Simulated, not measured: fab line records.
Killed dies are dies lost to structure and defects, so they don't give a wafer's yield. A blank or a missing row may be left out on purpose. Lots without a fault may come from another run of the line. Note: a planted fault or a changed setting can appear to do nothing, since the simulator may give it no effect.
Chamber matching	flow gf180mcu	GF_V5_CMP_26 on cmp-01: 4 sister chambers
The step polishes, stops on SiO2, t overpolish 15 s, target thk 0 nm. 4 wafers are shown with their chamber, then 7 later ones without.

WAFERS PAIRED WITH THEIR CHAMBERS
wafer	chamber	motor current A (A)
L272.6	1	11.4
L279.5	3	12.0
L282.2	0	8.9
L282.3	2	12.7

WAFERS WITH NO CHAMBER GIVEN
wafer	motor current A (A)
L282.6	9.4
L284.1	9.4
L284.3	12.4
L284.6	9.0
L287.2	11.8
L287.4	12.6
L287.5	9.3

WHICH CHAMBER EACH ONE RAN IN
wafer	from the rows above	in truth
L282.6	0	0
L284.1	0	0
L284.3	can't be placed: 2 or 3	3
L284.6	0	0
L287.2	can't be placed: 3 or 1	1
L287.4	can't be placed: 2 or 3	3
L287.5	0	0
4 of 7 placed correctly. From these rows, 3 cannot be placed; in 3 the true chamber is one of the candidates. 0 placed wrongly.
How it was worked out, from the rows above alone: a wafer's distance from a chamber is the root of the sum, over the readings, of the square of ((its reading less the chamber's mean) divided by the reading's scatter). The wafer belongs to the nearest chamber; if the next one is less than 2 further off, it can't be placed. For every chamber, the mean is computed from those of its wafers that are shown. The scatter: with one shown wafer a chamber, the root of the mean of the squares of how far each hidden wafer lies from its nearest shown one.
